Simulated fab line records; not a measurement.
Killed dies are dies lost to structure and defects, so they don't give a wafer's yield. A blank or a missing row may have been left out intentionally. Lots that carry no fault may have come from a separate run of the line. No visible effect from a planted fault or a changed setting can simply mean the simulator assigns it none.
A lot that was struck, set against a sound lot | flow sky130 | 16 out of 708 route steps
Sound: the wafers L573.2, L573.3, L573.6. The struck wafers were L584.2, L584.4, L584.5. The cause is given at the end.
At each step with rows: each side's tool, then ch and its chambers, then its first start. Under that, the readings that differ: sound wafers | struck wafers | difference of the means | sigmas: that difference in standard deviations of wafers without a fault.
alike: readings whose means differ by less than 2 such deviations, and words and numbers that are the same on both sides. not compared: withheld readings, readings that some wafer has no value for, bounds like >300 that may hide the same value, and numbers for which the record gives no deviation and whose values overlap.
Wherever a step has rows on one side only, a row that says differs or no value, or a row with sigmas, the two part there. Numbers that have no deviation but don't overlap get no sigmas and don't part them. A reading missing from all wafers of one side parts the sides only when that side holds two or more wafers.

SKY_NWELL_RS_MEAS_29: a four-point-probe measurement.
  sound: film-metro-03 at day 5 13:39; struck: film-metro-04 at day 8 06:47
  alike: NWELL_RS
SKY_NWELL_RS_MEAS_31: a four-point-probe measurement.
  sound: film-metro-03 at day 5 17:54; struck: film-metro-04 at day 8 07:02
  alike: PWDE_RS
then, 7 steps without rows for these wafers: SKY_VT_ADJUST_HVTP_DEHYDRATE_00 (time 60 s); SKY_VT_ADJUST_HVTP_HMDS_01 (prime time 60 s); SKY_VT_ADJUST_HVTP_COAT_02 (resist thk 1140 nm); SKY_VT_ADJUST_HVTP_SOFTBAKE_03 (time 60 s); SKY_VT_ADJUST_HVTP_EXPOSE_04 (exposes mask HVTPM, target cd 380 nm); SKY_VT_ADJUST_HVTP_PEB_05; SKY_VT_ADJUST_HVTP_DEVELOP_06 (develop time 60 s).
SKY_VT_ADJUST_HVTP_CD_MEAS_07: the cd target is 380 nm.
  sound: cd-sem-01 at day 6 12:27; struck: cd-sem-01 at day 9 03:51
  alike: cd-nm
SKY_VT_ADJUST_HVTP_OVL_MEAS_08:
  sound: overlay-01 at day 6 12:34; struck: overlay-02 at day 9 03:58
  alike: VT_ADJUST_HVTP_OVL
SKY_VT_ADJUST_HVTP_IMPLANT_09:
  sound on implanter-04 ch 0, day 6 12:37; struck on implanter-03 ch 0, day 9 04:01
  reading                   | sound                | struck               | difference | sigmas
  beam-energy-keV           | 149.96 149.97 150.00 | 137.55 137.49 137.49 | -12.47     | -99 or more
  model.implant.rp-nm (nm)  | 81.68 81.68 81.68    | 77.15 77.15 77.15    | -4.53      |
  model.implant.drp-nm (nm) | 33.4 33.4 33.4       | 31.16 31.16 31.16    | -2.24      |
SKY_VT_ADJUST_HVTP_STRIP_10: strips in O2/N2.
  sound on plasma-asher-02 ch 0, day 6 12:44; struck on plasma-asher-02 ch 0, day 9 04:08
  reading                      | sound             | struck            | difference | sigmas
  strip-time-to-endpoint-s (s) | 14.44 14.39 14.38 | 14.31 14.33 14.32 | -0.08      | -2
  alike: drypump-motor-current-A, o2-flow-sccm, oes-product-au
  not compared: rf-hours-counter-h
SKY_VT_ADJUST_HVTP_TW_MEAS_11:
  sound: film-metro-01 at day 6 12:51; struck: film-metro-01 at day 9 04:15
  reading           | sound          | struck         | difference | sigmas
  VT_ADJUST_HVTP_TW | 1347 1348 1346 | 1311 1312 1312 | -35        | -4
then, 1 step without rows for these wafers: SKY_VT_ADJUST_LVTN_DEHYDRATE_00 (time 60 s).
-- the record jumps here: 40 days lie between the struck wafers' starts before and after (it left off in module VT_ADJUST_LVTN and takes up again in module PAD_OPEN, whose first step shown is number 708 of the route) --
SKY_PAD_OPEN_PROBE_99:
  sound: prober-01 at day 46 05:44; struck: prober-01 at day 48 20:33
  reading                                  | sound                | struck               | difference | sigmas
  model.etest.tip-p.rs-ohm-sq              | 6966 6949 7002       | 7200 7164 7147       | +198       |
  model.etest.pfet_01v8_mvt.drive-ua-um    | 146.6 148.2 146.5    | 139 142.7 142.4      | -6         |
  model.etest.pfet_01v8_hvt.drive-ua-um    | 136.2 141.2 138.5    | 129.9 135.4 135.9    | -4.9       |
  model.etest.pfet_01v8_mvt.off-log10-a-um | -11.25 -11.27 -11.22 | -12 -11.96 -12.02    | -1         |
  model.etest.pfet_01v8.off-log10-a-um     | -10.64 -10.28 -10.5  | -11.37 -10.88 -10.87 | -0.57      |
  alike: killed_at_M0_to_M3, killed_at_M4_up, killed-at-contacts, killed-at-front-end, killed-at-other, killed-dies, killed-open, killed-short
  not compared: model.etest.pfet_01v8.r-on-ohm-um, model.etest.pfet_01v8.drive-ua-um, model.etest.sram-pfet-latch.drive-ua-um

WHERE THEY PART
First at SKY_VT_ADJUST_HVTP_IMPLANT_09; last, within this record, at SKY_VT_ADJUST_HVTP_TW_MEAS_11. Later steps at which nothing parts them and some readings are alike: SKY_PAD_OPEN_PROBE_99.

WHY: whatever the simulator had introduced
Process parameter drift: implanter-03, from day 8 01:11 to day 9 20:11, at SKY_VT_ADJUST_HVTP_IMPLANT_09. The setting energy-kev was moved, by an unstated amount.
